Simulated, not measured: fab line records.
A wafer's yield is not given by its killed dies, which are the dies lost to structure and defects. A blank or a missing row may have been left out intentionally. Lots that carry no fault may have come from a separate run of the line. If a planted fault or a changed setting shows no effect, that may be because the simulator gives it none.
fab line records | flow sky130
[record] lots = 14 | wafers = 42 | lastDay = 50
route steps=708 shown METAL1@435 PAD_OPEN@708
lots that met no fault: from a run of the same line without faults
startH: the number of hours between the record's first day and the start of the first shown wafer of the lot | waitH: how many hours have passed since the lot's step before this one | " as in the row above | L1.1+2: several wafers, shown together as one row | - no value present, or no start provided | * or withheld: withheld | < > ~ a bound
route shown NAME@n: a module of which the file shows steps, and the number in the route of the first | usual: mean and standard deviation over wafers with no fault | same: alike in all rows | chamber/n: place in a boat | sites: per-site readings | _std_site: their standard deviation | _edge_site: outer sites' mean less inner sites' | radiusMm: for every site, how far away it sits from the centre of the wafer | mask NAME#n: copy n | behind: the last tool/chamber to shape the wafer | hold: why the lot went on hold/how many hours it stayed there/how the hold came to an end | device: the n, p or np transistor that did not switch | end of line: the route-end tests of the same wafers | a step without rows: its recipe alone | killed: count of dies lost to structure and defects at first sort (not the wafer's yield) | map: shows each die of a wafer: x if killed, . if not, _ if none is there
set.NAME: the setting as run; set.NAME@STEP: as run at that earlier step | model.NAME: the simulator's own value behind a step, which no gauge read
route steps across a sampled set of lots; one table per step, one row per wafer
services: when a tool's chamber went out of use (startH, in hours from the record's first day, below 0 if earlier), for how many hours, and the reason
[[steps]]
[step SKY_METAL1_SPUTTER_01]
[recipe] material = TiN | targetThkNm = 20 | powerW = 6500 | timeS = 16.7 | chamberPressurePa = 0.4
[usual] throttleValvePct = 30.0/1.2
lot.wafer | tool          | chamber | startH | waitH | throttleValvePct
L520.1    | pvdSputter-03 | -       | 742.32 | 0.0   | 29.2
L520.3    | "             | -       | "      | "     | 31.0
L520.6    | "             | -       | "      | "     | 29.0
L521.3    | pvdSputter-03 | -       | 753.11 | 0.0   | 31.1
L521.5    | "             | -       | "      | "     | 28.6
L521.6    | "             | -       | "      | "     | 31.0
L522.1    | pvdSputter-01 | -       | 753.78 | 0.0   | 31.6
L522.2    | "             | -       | "      | "     | 28.8
L522.5    | "             | -       | "      | "     | 31.5
L523.1    | pvdSputter-03 | -       | 759.74 | 0.0   | 31.3
L523.2    | "             | -       | "      | "     | 31.1
L523.3    | "             | -       | "      | "     | 28.9
L524.1    | pvdSputter-01 | -       | 770.14 | 0.0   | 29.4
L524.3    | "             | -       | "      | "     | 28.7
L524.6    | "             | -       | "      | "     | 29.5
L526.1    | pvdSputter-01 | -       | 790.46 | 0.0   | 28.7
L526.2    | "             | -       | "      | "     | 28.9
L526.3    | "             | -       | "      | "     | 29.3
L532.1    | pvdSputter-03 | -       | 832.88 | 0.0   | 29.1
L532.5    | "             | -       | "      | "     | 31.1
L532.6    | "             | -       | "      | "     | 29.0
L534.1    | pvdSputter-03 | -       | 842.57 | 0.0   | 28.9
L534.5    | "             | -       | "      | "     | 31.5
L534.6    | "             | -       | "      | "     | 29.1
L537.1    | pvdSputter-01 | -       | 869.15 | 0.0   | 29.5
L537.5    | "             | -       | "      | "     | 28.7
L537.6    | "             | -       | "      | "     | 29.4
L538.2    | pvdSputter-01 | -       | 878.89 | 0.0   | 29.4
L538.5    | "             | -       | "      | "     | 31.7
L538.6    | "             | -       | "      | "     | 29.1
L539.1    | pvdSputter-01 | -       | 882.78 | 0.0   | 29.3
L539.3    | "             | -       | "      | "     | 31.5
L539.4    | "             | -       | "      | "     | 29.3
L540.2    | pvdSputter-01 | -       | 887.80 | 0.0   | 28.9
L540.4    | "             | -       | "      | "     | 31.3
L540.5    | "             | -       | "      | "     | 31.2
L541.2    | pvdSputter-01 | -       | 894.71 | 0.0   | 28.9
L541.4    | "             | -       | "      | "     | 31.6
L541.6    | "             | -       | "      | "     | 29.3
L543.1    | pvdSputter-04 | -       | 908.40 | 0.0   | 32.5
L543.4    | "             | -       | "      | "     | 31.4
L543.5    | "             | -       | "      | "     | 31.2
[step SKY_PAD_OPEN_PROBE_99]
[usual] defectLimitedYield = 82.6/1.8 | killed_at_M0_to_M3 = 43/6.6 | killed_at_M4_up = 3.4/1.8 | killedAtContacts = 24/4.9 | killedAtFrontEnd = 15/4.1 | killedAtOther = 0.3/0.55 | killedDies = 85/8.8 | killedOnRim = 17/3.7 | killedOpen = 46/6.1 | killedShort = 39/5.7 | sort_bin_3_pad_short = 0.9/0.41 | sort_bin_5_function = 10.1/1.5 | sort_bin_6_memory = 6.4/1 | sortNPass = 407/8.8 | sortYieldPct = 82.6/1.8
[same] grossDies = 492 | killedAtBackSide = 0 | sort_bin_4_leakage[%] = 0 | sort_bin_8_speed[%] = 0
lot.wafer | tool      | chamber | startH  | waitH | defectLimitedYield[%] | killed_at_M0_to_M3 | killed_at_M4_up | killedAtContacts | killedAtFrontEnd | killedAtOther | killedDies | killedOnRim | killedOpen | killedShort | sort_bin_3_pad_short[%] | sort_bin_5_function[%] | sort_bin_6_memory[%] | sortNPass | sortYieldPct[%]
L520.1    | prober-02 | -       | 1081.43 | 0.1   | 79.1                  | 54                 | 2               | 21               | 25               | 1             | 103        | 19          | 66         | 37          | 0.6                     | 13.0                   | 7.3                  | 389       | 79.1
L520.3    | prober-02 | -       | 1081.53 | 0.2   | 80.9                  | 60                 | 4               | 16               | 13               | 1             | 94         | 17          | 51         | 43          | 1.4                     | 10.0                   | 7.7                  | 398       | 80.9
L520.6    | prober-02 | -       | 1081.68 | 0.2   | 81.9                  | 44                 | 2               | 25               | 18               | 0             | 89         | 16          | 53         | 36          | 1.2                     | 11.0                   | 5.9                  | 403       | 81.9
L521.3    | prober-01 | -       | 1093.40 | 0.2   | 85.8                  | 32                 | 7               | 16               | 15               | 0             | 70         | 16          | 41         | 29          | 1.0                     | 8.7                    | 4.5                  | 422       | 85.8
L521.5    | prober-01 | -       | 1093.50 | 0.2   | 87.6                  | 26                 | 5               | 20               | 9                | 1             | 61         | 15          | 29         | 31          | 1.0                     | 5.3                    | 6.1                  | 431       | 87.6
L521.6    | prober-01 | -       | 1093.55 | 0.2   | 81.9                  | 37                 | 2               | 29               | 20               | 1             | 89         | 17          | 48         | 41          | 1.4                     | 9.3                    | 7.3                  | 403       | 81.9
L522.1    | prober-02 | -       | 1093.71 | 0.1   | 80.7                  | 45                 | 4               | 26               | 20               | 0             | 95         | 17          | 50         | 45          | 1.6                     | 10.6                   | 7.1                  | 397       | 80.7
L522.2    | prober-02 | -       | 1093.76 | 0.1   | 79.5                  | 52                 | 8               | 24               | 17               | 0             | 101        | 24          | 56         | 45          | 1.0                     | 12.4                   | 7.1                  | 391       | 79.5
L522.5    | prober-02 | -       | 1093.91 | 0.2   | 83.7                  | 33                 | 3               | 29               | 14               | 1             | 80         | 18          | 35         | 45          | 0.4                     | 8.7                    | 7.1                  | 412       | 83.7
L523.1    | prober-01 | -       | 1095.58 | 0.1   | 85.0                  | 32                 | 3               | 22               | 16               | 1             | 74         | 13          | 41         | 33          | 0.4                     | 9.6                    | 5.1                  | 418       | 85.0
L523.2    | prober-01 | -       | 1095.63 | 0.1   | 86.2                  | 37                 | 3               | 21               | 7                | 0             | 68         | 8           | 36         | 32          | 0.8                     | 9.3                    | 3.7                  | 424       | 86.2
L523.3    | prober-01 | -       | 1095.68 | 0.2   | 82.5                  | 44                 | 5               | 24               | 13               | 0             | 86         | 17          | 44         | 42          | 0.6                     | 10.0                   | 6.9                  | 406       | 82.5
L524.1    | prober-02 | -       | 1102.01 | 0.1   | 82.3                  | 42                 | 2               | 31               | 12               | 0             | 87         | 15          | 48         | 39          | 1.0                     | 9.3                    | 7.3                  | 405       | 82.3
L524.3    | prober-02 | -       | 1102.11 | 0.2   | 83.7                  | 32                 | 1               | 28               | 18               | 1             | 80         | 12          | 46         | 34          | 0.4                     | 8.3                    | 7.5                  | 412       | 83.7
L524.6    | prober-02 | -       | 1102.26 | 0.2   | 83.1                  | 39                 | 8               | 26               | 9                | 1             | 83         | 15          | 46         | 37          | 0.6                     | 10.6                   | 5.7                  | 409       | 83.1
L526.1    | prober-02 | -       | 1119.98 | 0.1   | 84.6                  | 35                 | 4               | 23               | 14               | 0             | 76         | 17          | 35         | 40          | 1.0                     | 10.0                   | 4.5                  | 416       | 84.6
L526.2    | prober-02 | -       | 1120.03 | 0.1   | 82.7                  | 44                 | 0               | 26               | 14               | 1             | 85         | 16          | 45         | 40          | 0.2                     | 11.6                   | 5.5                  | 407       | 82.7
L526.3    | prober-02 | -       | 1120.08 | 0.2   | 81.5                  | 44                 | 5               | 25               | 17               | 0             | 91         | 20          | 46         | 42          | 0.8                     | 11.0                   | 6.7                  | 401       | 81.5
L532.1    | prober-02 | -       | 1149.41 | 0.1   | 72.6                  | 102                | 1               | 20               | 12               | 0             | 135        | 18          | 34         | 46          | 3.7                     | 15.2                   | 8.5                  | 357       | 72.6
L532.5    | prober-02 | -       | 1149.61 | 0.2   | 74.2                  | 92                 | 5               | 15               | 15               | 0             | 127        | 17          | 38         | 23          | 3.9                     | 17.1                   | 4.9                  | 365       | 74.2
L532.6    | prober-02 | -       | 1149.66 | 0.2   | 72.2                  | 94                 | 6               | 19               | 18               | 0             | 137        | 11          | 46         | 38          | 2.4                     | 18.9                   | 6.5                  | 355       | 72.2
L534.1    | prober-02 | -       | 1155.20 | 0.1   | 76.4                  | 75                 | 6               | 16               | 19               | 0             | 116        | 28          | 48         | 38          | 1.6                     | 15.2                   | 6.7                  | 376       | 76.4
L534.5    | prober-02 | -       | 1155.40 | 0.2   | 69.7                  | 103                | 1               | 24               | 20               | 1             | 149        | 19          | 48         | 42          | 4.5                     | 18.7                   | 7.1                  | 343       | 69.7
L534.6    | prober-02 | -       | 1155.45 | 0.2   | 70.5                  | 102                | 4               | 28               | 10               | 1             | 145        | 22          | 47         | 39          | 3.7                     | 19.1                   | 6.7                  | 347       | 70.5
L537.1    | prober-01 | -       | 1174.40 | 0.1   | 83.1                  | 45                 | 5               | 19               | 14               | 0             | 83         | 20          | 46         | 37          | 1.4                     | 9.6                    | 5.9                  | 409       | 83.1
L537.5    | prober-01 | -       | 1174.60 | 0.2   | 82.9                  | 29                 | 4               | 29               | 22               | 0             | 84         | 18          | 50         | 34          | 1.2                     | 10.2                   | 5.7                  | 408       | 82.9
L537.6    | prober-01 | -       | 1174.65 | 0.2   | 83.7                  | 33                 | 2               | 27               | 18               | 0             | 80         | 12          | 45         | 35          | 0.4                     | 8.9                    | 6.9                  | 412       | 83.7
L538.2    | prober-02 | -       | 1182.06 | 0.1   | 78.9                  | 48                 | 8               | 28               | 20               | 0             | 104        | 20          | 50         | 54          | 1.4                     | 12.8                   | 6.9                  | 388       | 78.9
L538.5    | prober-02 | -       | 1182.21 | 0.2   | 80.9                  | 41                 | 7               | 28               | 17               | 1             | 94         | 19          | 49         | 43          | 0.4                     | 11.4                   | 7.3                  | 398       | 80.9
L538.6    | prober-02 | -       | 1182.26 | 0.2   | 83.3                  | 44                 | 3               | 18               | 17               | 0             | 82         | 11          | 41         | 41          | 0.8                     | 9.8                    | 6.1                  | 410       | 83.3
L539.1    | prober-01 | -       | 1183.51 | 0.1   | 86.0                  | 41                 | 3               | 14               | 11               | 0             | 69         | 13          | 37         | 32          | 1.2                     | 7.9                    | 4.9                  | 423       | 86.0
L539.3    | prober-01 | -       | 1183.61 | 0.2   | 85.2                  | 38                 | 3               | 19               | 12               | 1             | 73         | 18          | 32         | 41          | 0.8                     | 8.5                    | 5.5                  | 419       | 85.2
L539.4    | prober-01 | -       | 1183.66 | 0.2   | 79.9                  | 58                 | 3               | 25               | 13               | 0             | 99         | 24          | 49         | 50          | 0.6                     | 13.2                   | 6.3                  | 393       | 79.9
L540.2    | prober-02 | -       | 1185.06 | 0.1   | 86.0                  | 36                 | 1               | 20               | 12               | 0             | 69         | 13          | 44         | 25          | 1.0                     | 8.3                    | 4.7                  | 423       | 86.0
L540.4    | prober-02 | -       | 1185.16 | 0.2   | 82.7                  | 43                 | 1               | 21               | 20               | 0             | 85         | 11          | 46         | 39          | 0.2                     | 11.0                   | 6.1                  | 407       | 82.7
L540.5    | prober-02 | -       | 1185.21 | 0.2   | 83.7                  | 37                 | 3               | 26               | 13               | 1             | 80         | 12          | 51         | 28          | 0.6                     | 9.1                    | 6.5                  | 412       | 83.7
L541.2    | prober-01 | -       | 1188.33 | 0.1   | 85.2                  | 36                 | 4               | 20               | 13               | 0             | 73         | 13          | 46         | 27          | 0.8                     | 9.8                    | 4.3                  | 419       | 85.2
L541.4    | prober-01 | -       | 1188.43 | 0.2   | 84.3                  | 43                 | 4               | 19               | 11               | 0             | 77         | 15          | 43         | 34          | 0.4                     | 10.4                   | 4.9                  | 415       | 84.3
L541.6    | prober-01 | -       | 1188.53 | 0.2   | 84.3                  | 39                 | 2               | 21               | 15               | 0             | 77         | 18          | 42         | 35          | 0.2                     | 10.2                   | 5.3                  | 415       | 84.3
L543.1    | prober-01 | -       | 1199.66 | 0.1   | 81.1                  | 43                 | 3               | 26               | 20               | 1             | 93         | 26          | 51         | 42          | 1.0                     | 12.8                   | 5.1                  | 399       | 81.1
L543.4    | prober-01 | -       | 1199.81 | 0.2   | 85.4                  | 32                 | 3               | 29               | 8                | 0             | 72         | 17          | 43         | 29          | 0.8                     | 8.7                    | 5.1                  | 420       | 85.4
L543.5    | prober-01 | -       | 1199.86 | 0.2   | 81.9                  | 50                 | 3               | 24               | 12               | 0             | 89         | 13          | 51         | 38          | 1.4                     | 9.3                    | 7.3                  | 403       | 81.9
// killed by level:class
L520.1 VIA1:geometricParticle:open=19 CONTACT:geometricParticle:open=10 VIA3:geometricParticle:open=9 POLY_GATE:geometricParticle:open=7 FIELD_ISO:geometricParticle:open=6 VIA2:geometricParticle:short=6 VIA2:geometricParticle:open=5 LI_CONTACT:geometricParticle:open=4
L520.3 VIA1:geometricParticle:open=17 VIA3:geometricParticle:open=9 METAL2:geometricParticle:short=8 VIA2:geometricParticle:open=7 CONTACT:geometricParticle:open=7 METAL1:geometricParticle:short=7 POLY_GATE:geometricParticle:short=5 POLY_GATE:geometricParticle:open=4
L520.6 VIA1:geometricParticle:open=13 CONTACT:geometricParticle:open=11 VIA3:geometricParticle:open=10 LI_CONTACT:geometricParticle:open=6 FIELD_ISO:geometricParticle:short=5 METAL2:geometricParticle:short=5 POLY_GATE:geometricParticle:short=4 LOCAL_INTERCONNECT:geometricParticle:short=4
L521.3 VIA1:geometricParticle:open=7 FIELD_ISO:geometricParticle:open=6 FIELD_ISO:geometricParticle:short=6 CONTACT:geometricParticle:open=6 VIA2:geometricParticle:open=6 METAL4:geometricParticle:short=6 LOCAL_INTERCONNECT:geometricParticle:short=5 METAL1:geometricParticle:open=4
L521.5 VIA1:geometricParticle:open=9 LI_CONTACT:geometricParticle:open=7 METAL1:geometricParticle:short=6 FIELD_ISO:geometricParticle:short=4 CONTACT:geometricParticle:short=4 CONTACT:geometricParticle:open=4 METAL4:geometricParticle:short=4 METAL2:geometricParticle:short=3
L521.6 VIA1:geometricParticle:open=13 CONTACT:geometricParticle:open=9 CONTACT:geometricParticle:short=9 POLY_GATE:geometricParticle:short=7 VIA2:geometricParticle:open=6 LI_CONTACT:geometricParticle:open=5 VIA3:geometricParticle:open=5 FIELD_ISO:geometricParticle:short=4
L522.1 VIA1:geometricParticle:open=13 CONTACT:geometricParticle:open=8 METAL2:geometricParticle:short=8 VIA3:geometricParticle:open=7 POLY_GATE:geometricParticle:short=6 LI_CONTACT:geometricParticle:short=5 LI_CONTACT:geometricParticle:open=5 CONTACT:geometricParticle:short=5
L522.2 VIA1:geometricParticle:open=12 LI_CONTACT:geometricParticle:open=9 VIA2:geometricParticle:open=9 VIA3:geometricParticle:open=8 METAL4:geometricParticle:short=7 LI_CONTACT:geometricParticle:short=6 FIELD_ISO:geometricParticle:short=5 POLY_GATE:geometricParticle:open=5
L522.5 CONTACT:geometricParticle:open=14 METAL1:geometricParticle:short=7 VIA1:geometricParticle:open=6 LI_CONTACT:geometricParticle:short=5 LI_CONTACT:geometricParticle:open=5 POLY_GATE:geometricParticle:short=4 VIA1:geometricParticle:short=4 METAL2:geometricParticle:short=4
L523.1 VIA1:geometricParticle:open=10 LI_CONTACT:geometricParticle:open=7 CONTACT:geometricParticle:open=5 FIELD_ISO:geometricParticle:open=4 POLY_GATE:geometricParticle:open=4 CONTACT:geometricParticle:short=4 VIA1:geometricParticle:short=4 VIA3:geometricParticle:open=4
L523.2 VIA1:geometricParticle:open=8 VIA2:geometricParticle:open=7 CONTACT:geometricParticle:open=7 LI_CONTACT:geometricParticle:open=5 METAL1:geometricParticle:short=5 LOCAL_INTERCONNECT:geometricParticle:short=4 METAL2:geometricParticle:short=4 POLY_GATE:geometricParticle:open=3
L523.3 CONTACT:geometricParticle:open=9 VIA2:geometricParticle:open=9 METAL1:geometricParticle:short=8 VIA3:geometricParticle:open=7 LI_CONTACT:geometricParticle:open=6 POLY_GATE:geometricParticle:short=5 LOCAL_INTERCONNECT:geometricParticle:short=4 METAL2:geometricParticle:short=4
L524.1 CONTACT:geometricParticle:open=13 VIA1:geometricParticle:open=8 VIA2:geometricParticle:open=8 LI_CONTACT:geometricParticle:short=6 VIA3:geometricParticle:open=6 CONTACT:geometricParticle:short=5 METAL1:geometricParticle:short=5 POLY_GATE:geometricParticle:open=4
L524.3 CONTACT:geometricParticle:open=10 POLY_GATE:geometricParticle:open=8 LI_CONTACT:geometricParticle:open=8 VIA1:geometricParticle:open=8 METAL1:geometricParticle:short=6 POLY_GATE:geometricParticle:short=5 CONTACT:geometricParticle:short=5 METAL2:geometricParticle:short=4
L524.6 LI_CONTACT:geometricParticle:open=11 VIA1:geometricParticle:open=11 CONTACT:geometricParticle:open=9 METAL4:geometricParticle:short=6 VIA1:geometricParticle:short=6 CONTACT:geometricParticle:short=5 VIA2:geometricParticle:short=5 VIA2:geometricParticle:open=5
L526.1 CONTACT:geometricParticle:open=11 METAL1:geometricParticle:short=9 VIA2:geometricParticle:open=6 LI_CONTACT:geometricParticle:open=5 FIELD_ISO:geometricParticle:open=4 METAL3:geometricParticle:short=4 METAL4:geometricParticle:short=4 FIELD_ISO:geometricParticle:short=3
L526.2 VIA1:geometricParticle:open=13 CONTACT:geometricParticle:open=11 METAL1:geometricParticle:short=7 CONTACT:geometricParticle:short=5 VIA2:geometricParticle:short=5 VIA2:geometricParticle:open=5 FIELD_ISO:geometricParticle:short=4 LOCAL_INTERCONNECT:geometricParticle:short=4
L526.3 VIA1:geometricParticle:open=14 CONTACT:geometricParticle:short=8 FIELD_ISO:geometricParticle:short=7 FIELD_ISO:geometricParticle:open=6 VIA3:geometricParticle:open=5 CONTACT:geometricParticle:open=5 METAL4:geometricParticle:short=5 LOCAL_INTERCONNECT:geometricParticle:open=4
L532.1 METAL1:unspecified=55 VIA1:geometricParticle:open=11 METAL1:geometricParticle:short=9 METAL2:geometricParticle:short=8 CONTACT:geometricParticle:open=6 VIA2:geometricParticle:open=6 LOCAL_INTERCONNECT:geometricParticle:short=5 VIA1:geometricParticle:short=5
L532.5 METAL1:unspecified=66 VIA1:geometricParticle:open=8 VIA3:geometricParticle:open=5 VIA2:geometricParticle:open=5 LOCAL_INTERCONNECT:geometricParticle:short=5 CONTACT:geometricParticle:open=5 VIA1:geometricParticle:short=5 FIELD_ISO:geometricParticle:short=4
L532.6 METAL1:unspecified=52 VIA1:geometricParticle:open=8 CONTACT:geometricParticle:open=6 METAL2:geometricParticle:short=6 VIA3:geometricParticle:open=6 VIA2:geometricParticle:open=6 FIELD_ISO:geometricParticle:open=4 POLY_GATE:geometricParticle:open=4
L534.1 METAL1:unspecified=30 VIA1:geometricParticle:open=14 LI_CONTACT:geometricParticle:open=7 VIA2:geometricParticle:open=6 VIA1:geometricParticle:short=6 FIELD_ISO:geometricParticle:open=5 FIELD_ISO:geometricParticle:short=5 METAL4:geometricParticle:short=5
L534.5 METAL1:unspecified=58 CONTACT:geometricParticle:open=14 VIA1:geometricParticle:open=8 VIA1:geometricParticle:short=7 VIA3:geometricParticle:open=7 POLY_GATE:geometricParticle:short=5 METAL1:geometricParticle:short=5 METAL2:geometricParticle:short=5
L534.6 METAL1:unspecified=59 CONTACT:geometricParticle:open=10 LI_CONTACT:geometricParticle:open=9 VIA1:geometricParticle:open=7 METAL2:geometricParticle:short=7 CONTACT:geometricParticle:short=6 VIA1:geometricParticle:short=6 VIA2:geometricParticle:open=6
L537.1 VIA1:geometricParticle:open=8 VIA2:geometricParticle:open=7 VIA3:geometricParticle:open=6 VIA1:geometricParticle:short=6 METAL2:geometricParticle:short=6 POLY_GATE:geometricParticle:open=5 LI_CONTACT:geometricParticle:open=5 LOCAL_INTERCONNECT:geometricParticle:short=5
L537.5 CONTACT:geometricParticle:open=12 CONTACT:geometricParticle:short=9 VIA2:geometricParticle:open=9 VIA1:geometricParticle:open=8 FIELD_ISO:geometricParticle:short=6 FIELD_ISO:geometricParticle:open=5 POLY_GATE:geometricParticle:open=5 LI_CONTACT:geometricParticle:open=4
L537.6 CONTACT:geometricParticle:open=10 VIA1:geometricParticle:open=9 FIELD_ISO:geometricParticle:short=6 LI_CONTACT:geometricParticle:open=6 FIELD_ISO:geometricParticle:open=5 VIA2:geometricParticle:short=5 VIA2:geometricParticle:open=5 LOCAL_INTERCONNECT:geometricParticle:short=4
L538.2 LI_CONTACT:geometricParticle:open=9 CONTACT:geometricParticle:open=9 VIA1:geometricParticle:short=9 VIA3:geometricParticle:open=8 METAL1:geometricParticle:short=7 VIA1:geometricParticle:open=6 METAL4:geometricParticle:short=5 POLY_GATE:geometricParticle:open=5
L538.5 VIA1:geometricParticle:open=15 CONTACT:geometricParticle:open=10 VIA2:geometricParticle:open=8 LOCAL_INTERCONNECT:geometricParticle:short=7 METAL4:geometricParticle:short=6 CONTACT:geometricParticle:short=5 FIELD_ISO:geometricParticle:short=4 POLY_GATE:geometricParticle:short=4
L538.6 METAL1:geometricParticle:short=9 POLY_GATE:geometricParticle:short=7 VIA3:geometricParticle:open=7 VIA2:geometricParticle:open=6 CONTACT:geometricParticle:open=6 CONTACT:geometricParticle:short=5 POLY_GATE:geometricParticle:open=4 METAL2:geometricParticle:short=4
L539.1 METAL1:geometricParticle:short=9 VIA2:geometricParticle:open=7 LI_CONTACT:geometricParticle:open=6 VIA3:geometricParticle:open=6 POLY_GATE:geometricParticle:open=4 CONTACT:geometricParticle:open=4 VIA2:geometricParticle:short=4 METAL2:geometricParticle:short=3
L539.3 CONTACT:geometricParticle:open=8 VIA1:geometricParticle:open=7 VIA1:geometricParticle:short=6 VIA2:geometricParticle:open=6 VIA2:geometricParticle:short=5 FIELD_ISO:geometricParticle:short=4 POLY_GATE:geometricParticle:short=4 LI_CONTACT:geometricParticle:open=4
L539.4 METAL2:geometricParticle:short=12 CONTACT:geometricParticle:open=11 METAL1:geometricParticle:short=10 VIA2:geometricParticle:open=9 VIA1:geometricParticle:open=8 VIA3:geometricParticle:short=6 FIELD_ISO:geometricParticle:open=5 POLY_GATE:geometricParticle:short=5
L540.2 VIA1:geometricParticle:open=14 CONTACT:geometricParticle:open=8 LI_CONTACT:geometricParticle:open=6 LOCAL_INTERCONNECT:geometricParticle:short=5 POLY_GATE:geometricParticle:open=4 VIA2:geometricParticle:open=4 METAL2:geometricParticle:short=4 VIA3:geometricParticle:open=4
L540.4 VIA1:geometricParticle:open=12 LI_CONTACT:geometricParticle:open=9 FIELD_ISO:geometricParticle:short=6 LI_CONTACT:geometricParticle:short=5 CONTACT:geometricParticle:open=5 METAL2:geometricParticle:short=5 VIA2:geometricParticle:open=5 VIA3:geometricParticle:open=5
L540.5 CONTACT:geometricParticle:open=12 VIA2:geometricParticle:open=10 VIA1:geometricParticle:open=9 LOCAL_INTERCONNECT:geometricParticle:short=7 VIA3:geometricParticle:open=7 POLY_GATE:geometricParticle:open=5 FIELD_ISO:geometricParticle:short=3 FIELD_ISO:geometricParticle:open=3
L541.2 CONTACT:geometricParticle:open=11 POLY_GATE:geometricParticle:short=7 LI_CONTACT:geometricParticle:open=7 VIA3:geometricParticle:open=7 VIA1:geometricParticle:open=7 VIA2:geometricParticle:open=6 POLY_GATE:geometricParticle:open=4 VIA1:geometricParticle:short=4
L541.4 VIA1:geometricParticle:open=13 CONTACT:geometricParticle:short=7 CONTACT:geometricParticle:open=5 METAL1:geometricParticle:short=5 VIA1:geometricParticle:short=5 VIA2:geometricParticle:open=5 VIA3:geometricParticle:open=5 FIELD_ISO:geometricParticle:short=4
L541.6 VIA1:geometricParticle:open=9 CONTACT:geometricParticle:open=8 FIELD_ISO:geometricParticle:open=5 POLY_GATE:geometricParticle:short=5 LI_CONTACT:geometricParticle:open=5 VIA3:geometricParticle:open=5 METAL1:geometricParticle:short=4 METAL2:geometricParticle:short=4
L543.1 VIA1:geometricParticle:open=10 CONTACT:geometricParticle:open=9 VIA1:geometricParticle:short=7 LI_CONTACT:geometricParticle:open=7 FIELD_ISO:geometricParticle:open=6 METAL1:geometricParticle:short=6 POLY_GATE:geometricParticle:open=5 CONTACT:geometricParticle:short=5
L543.4 CONTACT:geometricParticle:open=17 VIA1:geometricParticle:open=10 SPACER:geometricParticle:short=4 LI_CONTACT:geometricParticle:open=4 METAL1:geometricParticle:short=4 CONTACT:geometricParticle:short=4 METAL3:geometricParticle:short=4 VIA3:geometricParticle:open=4
L543.5 VIA1:geometricParticle:open=13 VIA2:geometricParticle:open=11 CONTACT:geometricParticle:open=10 CONTACT:geometricParticle:short=6 LI_CONTACT:geometricParticle:open=6 METAL1:geometricParticle:short=5 VIA1:geometricParticle:short=5 POLY_GATE:geometricParticle:short=4
[[services]]
tool          | chamber | startH | hours | kind
pvdSputter-03 | 2       | 736.07 | -     | consumableReplace:kit
pvdSputter-03 | 2       | 736.07 | 18.0  | scheduledDown
pvdSputter-03 | 2       | 736.07 | 18.0  | ventCycle
pvdSputter-01 | 1       | 758.61 | -     | consumableReplace:kit
pvdSputter-01 | 1       | 758.61 | 18.0  | scheduledDown
pvdSputter-01 | 1       | 758.61 | 18.0  | ventCycle
pvdSputter-01 | -       | 763.41 | 4.1   | repair
pvdSputter-04 | -       | 778.28 | 4.7   | repair
pvdSputter-01 | -       | 781.78 | 5.5   | repair
pvdSputter-03 | -       | 782.58 | 0.6   | repair
pvdSputter-04 | -       | 820.84 | 3.4   | repair
pvdSputter-03 | -       | 825.43 | 1.4   | repair
pvdSputter-03 | -       | 861.83 | 2.8   | repair
pvdSputter-03 | 1       | 884.70 | -     | consumableReplace:kit
pvdSputter-03 | 1       | 884.70 | 18.0  | scheduledDown
pvdSputter-03 | 1       | 884.70 | 18.0  | ventCycle
[[key]]
[firstSign] step = SKY_PAD_OPEN_PROBE_99 | reading = killed_at_M0_to_M3 | direction = up | sigmas = 7.9 | usual = 43 | struck = 95
[effect] step = SKY_PAD_OPEN_PROBE_99 | reading = sort_bin_3_pad_short | direction = up | sigmas = 5.9 | usual = 0.9 | struck = 3.3
metAt SKY_METAL1_SPUTTER_01
struckLots L532,L534
onsetBetween 759.74 832.88
[fault] kind = chamberParticleSource | tool = pvdSputter-03 | chamber = - | onsetH = 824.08 | steps = SKY_METAL1_SPUTTER_01 | ratePerVisitCm2 = 1.2628 | endH = 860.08
